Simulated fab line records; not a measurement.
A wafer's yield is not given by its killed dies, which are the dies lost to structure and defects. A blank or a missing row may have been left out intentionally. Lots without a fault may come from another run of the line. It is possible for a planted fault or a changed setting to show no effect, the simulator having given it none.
Which tool was responsible? -- flow sky130 -- Sampling: 14 lots, 42 wafers, 2 of 708 route steps

WHAT THE GAUGES READ, wafer by wafer
No reading from a measuring or inspecting step in the record can be judged against a usual standard deviation.

WHAT TOOL EACH LOT RAN ON (gives the tool, then ch and the chambers of the sampled wafers, and finally the start)
lot,SKY_SONOS_TUNNEL_CLEAN_13,SKY_PAD_OPEN_PROBE_99
L561,"wet-bench-01 ch 3, day 11 08:05",-
L562,"wet-bench-04 ch 3, day 11 20:00",-
L563,"wet-bench-01 ch 0, day 11 22:32",-
L564,"wet-bench-03 ch 1, day 12 02:38",-
L565,"wet-bench-04 ch 2, day 13 09:08",-
L566,"wet-bench-01 ch 2, day 14 01:29",-
L568,"wet-bench-03 ch 3, day 14 08:30",-
L569,"wet-bench-04 ch 3, day 14 13:35",-
L572,"wet-bench-01 ch 1, day 15 03:23",-
L571,"wet-bench-01 ch 3, day 15 08:08",-
L573,"wet-bench-01 ch 3, day 15 11:32","prober-02, day 49 00:23"
L578,"wet-bench-01 ch 2, day 16 22:38","prober-01, day 49 14:20"
L580,"wet-bench-03 ch 2, day 17 21:59",-
L581,"wet-bench-04 ch 0, day 18 07:37",-
- SKY_SONOS_TUNNEL_CLEAN_13: cleans in dHF, time 20 s.
- SKY_PAD_OPEN_PROBE_99

AS READ BY THE TOOLS THEMSELVES (means over the sampled wafers that have a number; for cases with no such wafer, the mark the record gives instead)
SKY_PAD_OPEN_PROBE_99. Usual: killed_at_M0_to_M3 43, standard deviation 6.8; killed_at_M4_up 3.0, standard deviation 1.8; killed-at-contacts 23, standard deviation 5.4; killed-at-front-end 15, standard deviation 4.4; killed-at-other 0.3, standard deviation 0.51; killed-dies 85, standard deviation 9.2; killed-on-rim 17, standard deviation 3.7; killed-open 47, standard deviation 6.8; killed-short 39, standard deviation 6.8.
lot,tool,killed_at_M0_to_M3,killed_at_M4_up,killed-at-contacts,killed-at-front-end,killed-at-other,killed-dies,killed-on-rim,killed-open,killed-short,flag
L573,prober-02,45,3.3,20,43,0.3,111,30,44,42,OFF
L578,prober-01,42,2.3,17,61,0.7,123,26,47,32,OFF

THE ANSWER, worked out from the rows above alone
Rule: a lot is off if the mean of its wafers that have a number lies more than 3 standard deviations from the usual mean. A lot without any number at a reading at which 4 lots or more have one is off too. The other lots that the step has rows for count as sound. First the gauges in route order, then the tools' own readings, where a lot's mean is used as printed above. At the first step where some lot is off, the reading lying furthest off is the one used; lots without a number count as furthest.
Off: L573, L578, at SKY_PAD_OPEN_PROBE_99 (killed-at-front-end). Neither off nor sound, because the step has no rows for them: L561, L562, L563, L564, L565, L566, L568, L569, L572, L571, L580, L581.
A tool fits if, at that step or a process step before it, it ran every lot that is off, and no sound lot after the first of them. One fits: SKY_SONOS_TUNNEL_CLEAN_13 on wet-bench-01. It ran no sound lot before its first lot that is off in this sample, so the start can't be narrowed down.

WHAT THE SIMULATOR HAD PUT IN
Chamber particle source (wet-bench-01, SKY_SONOS_TUNNEL_CLEAN_13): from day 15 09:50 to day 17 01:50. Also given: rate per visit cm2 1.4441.
Struck lots among those shown: L573, L578. This agrees with what the rule above found.
